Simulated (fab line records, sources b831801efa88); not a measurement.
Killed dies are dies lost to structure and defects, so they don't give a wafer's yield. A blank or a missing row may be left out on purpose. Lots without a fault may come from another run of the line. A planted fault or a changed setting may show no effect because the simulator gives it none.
One fault seen from 2 desks | flow sky130 | each desk has only its own numbers; what lay behind them comes last

THE METROLOGY DESK
What the gauges read, lot by lot, whatever tool the lot ran on: means of the sampled wafers that have a number. A lot is out of limits, marked OUT, if its mean lies more than 4 standard deviations from the usual mean; the brackets give that distance.
Columns: A = POLY_GATE_OXIDATION_THK at SKY_POLY_GATE_THK_MEAS_21, usual 4.02 nm; B = LDD_LDN_OVL at SKY_LDD_LDN_OVL_MEAS_07, usual -0.1 nm
lot  | first seen here | A              | B
L471 | day 16 14:38    | 3.93           | 0.4
L472 | day 16 23:49    | 4.04           | -2.2
L475 | day 17 22:54    | 4.07           | -0.3
L476 | day 18 09:56    | 4.02           | -0.7
L478 | day 19 13:44    | 4.05           | -1.2
L479 | day 19 17:37    | 4.13           | 1.6
L484 | day 21 12:43    | 6.05 (+27) OUT | -0.2
L485 | day 21 20:49    | 6.13 (+28) OUT | 0.2
L490 | day 23 12:34    | 3.99           | 0.4
L492 | day 24 11:12    | 4.06           | 0.2
L493 | day 25 01:11    | 3.86           | 1.2
L494 | day 25 12:01    | 3.91           | -0.5
This desk's finding: out of limits on L484, L485; first on L484, day 21 12:43 (POLY_GATE_OXIDATION_THK at SKY_POLY_GATE_THK_MEAS_21). In limits: L471, L472, L475, L476, L478, L479, L490, L492, L493, L494.

THE TOOL OWNER'S DESK: furnace-01
The tool's own readings at SKY_POLY_GATE_OXIDATION_20 (stabilise 600 s, purge 300 s, target thk 4 nm): means of the sampled wafers that have a number, for each lot that ran on this tool. A lot is out of limits, marked OUT, if its mean lies more than 4 standard deviations from the usual mean; the brackets give that distance. Of its 10 readings 7 are shown: the one that was out of limits first, and those that lie furthest out on some lot.
Columns: A = spike_tc_bottom_C at SKY_POLY_GATE_OXIDATION_20, usual 867.8 C; B = spike_tc_centre_C at SKY_POLY_GATE_OXIDATION_20, usual 850.9 C; C = spike_tc_lower_C at SKY_POLY_GATE_OXIDATION_20, usual 850.7 C; D = spike_tc_top_C at SKY_POLY_GATE_OXIDATION_20, usual 865.2 C; E = spike_tc_upper_C at SKY_POLY_GATE_OXIDATION_20, usual 852.0 C; F = tube_center_temp_C at SKY_POLY_GATE_OXIDATION_20, usual 850 C; G = tube_center_temp_C_max at SKY_POLY_GATE_OXIDATION_20, usual 852.2
lot  | first seen here | A               | B               | C               | D               | E               | F                     | G
L472 | day 16 22:34    | 867.3           | 851.8           | 852.0           | 866.1           | 852.4           | 850                   | 851.9
L475 | day 17 21:39    | 867.7           | 850.8           | 850.7           | 865.6           | 851.2           | 850                   | 851.9
L476 | day 18 08:41    | 867.8           | 851.7           | 851.1           | 865.8           | 852.0           | 850                   | 852.1
L478 | day 19 12:29    | 867.7           | 851.5           | 850.4           | 866.0           | 852.3           | 850                   | 852.1
L479 | day 19 16:20    | 866.5           | 851.3           | 850.5           | 866.6           | 851.2           | 850                   | 852.1
L484 | day 21 11:26    | 901.6 (+26) OUT | 885.1 (+34) OUT | 886.3 (+36) OUT | 900.7 (+24) OUT | 887.1 (+35) OUT | 885 (+99 or more) OUT | 887.1 (+99 or more) OUT
L485 | day 21 19:34    | 901.0 (+26) OUT | 885.3 (+34) OUT | 885.9 (+35) OUT | 899.5 (+23) OUT | 886.3 (+34) OUT | 885 (+99 or more) OUT | 887.3 (+99 or more) OUT
L493 | day 24 23:56    | 868.0           | 850.7           | 849.8           | 866.4           | 851.5           | 850                   | 851.9
This desk's finding: out of limits on L484, L485; first on L484, day 21 11:26 (spike_tc_bottom_C at SKY_POLY_GATE_OXIDATION_20). In limits: L472, L475, L476, L478, L479, L493.

PUT TOGETHER
The tool owner's desk could have raised an alarm at day 21 11:26, on L484, L485.
The metrology desk could have raised an alarm at day 21 12:43, on L484, L485.
Of the lots named, all ran SKY_POLY_GATE_OXIDATION_20 on furnace-01.

WHAT THE SIMULATOR HAD PUT IN
Process parameter drift: furnace-01, from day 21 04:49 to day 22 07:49, at SKY_POLY_GATE_OXIDATION_20. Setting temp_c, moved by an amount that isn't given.
Lots struck among those shown: L484, L485.
Hours from the fault's start to each desk's first reading out of limits: the tool owner's desk, 7; the metrology desk, 8.
